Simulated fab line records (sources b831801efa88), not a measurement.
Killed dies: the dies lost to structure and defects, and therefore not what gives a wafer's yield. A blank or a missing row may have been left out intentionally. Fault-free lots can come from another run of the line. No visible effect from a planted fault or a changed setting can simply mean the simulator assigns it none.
Problem report, 8D (eight disciplines) form, completed by code	flow sky130	the parts of the form that need people (team, actions taken, sign-off) are left out

1. WHAT WENT WRONG
killedAtFrontEnd at SKY_PAD_OPEN_PROBE_99 reads a mean of 422 on 9 wafers of 3 lots; wafers without a fault read 14 with a standard deviation of 4.4. That puts it +93 standard deviations away from the usual mean.
Earliest sighting: wafer L162.2 on prober-01 at day 48 22:53. Wafers with a number at this step in the record: 12, from 4 lots. Rule for "out", or "out of limits": more than 4 standard deviations from the usual mean. The other wafers with a number count as sound.

2. WHAT IT IS AND WHAT IT IS NOT
question	is	is not
which readings at this step	killedAtFrontEnd, killedDies, killedOnRim	killed_at_M4_up, killedAtOther, killedOpen, killedShort
which lots	L162, L163, L164	L165
which wafers of those lots	all that have a number	-
read on which tools	prober-01, prober-02	-
when	from day 48 22:53	up to then (0 sound wafers); but 3 sound wafers of L165 came after

3. WHAT RULES OUT EACH SUSPECT
Counting: a tool at a process step up to the reading stays a suspect if it ran every lot that is out and no sound lot after the first of them.
- lpcvd-02 at SKY_FIELD_ISO_CVD_03 (deposits Si3N4 from DCS/NH3, target thk 165 nm, time 2830 s): ruled out as a lasting fault. The sound lots L165 went through it after L162, its earliest lot that is out (day 4 07:28).
Left after counting: nothing in the record.

4. THE CAUSE (what the simulator had put in)
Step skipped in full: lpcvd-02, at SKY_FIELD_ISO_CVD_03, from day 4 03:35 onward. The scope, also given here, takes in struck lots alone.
Counting ruled it out, wrongly: the rule takes a fault to strike every lot that its tool runs from its start on, and this one did not.

5. THE CHAIN OF EFFECTS, in route order
One row per reading whose mean, taken over the struck wafers that have a number, lies over 3 standard deviations from the usual. Scope: only readings with a usual standard deviation given in the record; hours: median across lots of the time from each lot's start at the first step in this table that gives one to its start at this step; sigmas: change in usual standard deviations.
hours	step	reading	usual	on struck wafers	change	sigmas
0	SKY_PAD_OPEN_PROBE_99	killedAtFrontEnd	14	422	+408	+93
0	SKY_PAD_OPEN_PROBE_99	killedDies	87	492	+405	+46
0	SKY_PAD_OPEN_PROBE_99	killedOnRim	17	96	+79	+22
It contains these process steps:
- SKY_PAD_OPEN_PROBE_99
Readings that are blank on the struck wafers while sound wafers have them: pressureMtorr at SKY_FIELD_ISO_CVD_03; spikeTcBottomC at SKY_FIELD_ISO_CVD_03; FIELD_ISO_OXIDATION_01_THK at SKY_FIELD_ISO_THK_MEAS_23.

6. HOW IT WOULD HAVE BEEN CAUGHT EARLIER
The fault began at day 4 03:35; the first out-of-limits reading in this record came at day 48 22:53, 1075 hours later.
Between SKY_FIELD_ISO_CVD_03 and SKY_PAD_OPEN_PROBE_99, SKY_FIELD_ISO_THK_MEAS_23 gave no FIELD_ISO_OXIDATION_01_THK on the struck wafers, where sound wafers have one: a measuring or inspecting step that comes back empty is itself a sign.
At SKY_FIELD_ISO_CVD_03 the tool's readings are blank on the struck wafers, where sound wafers have them: an empty tool record is the first sign, and it was there at once.
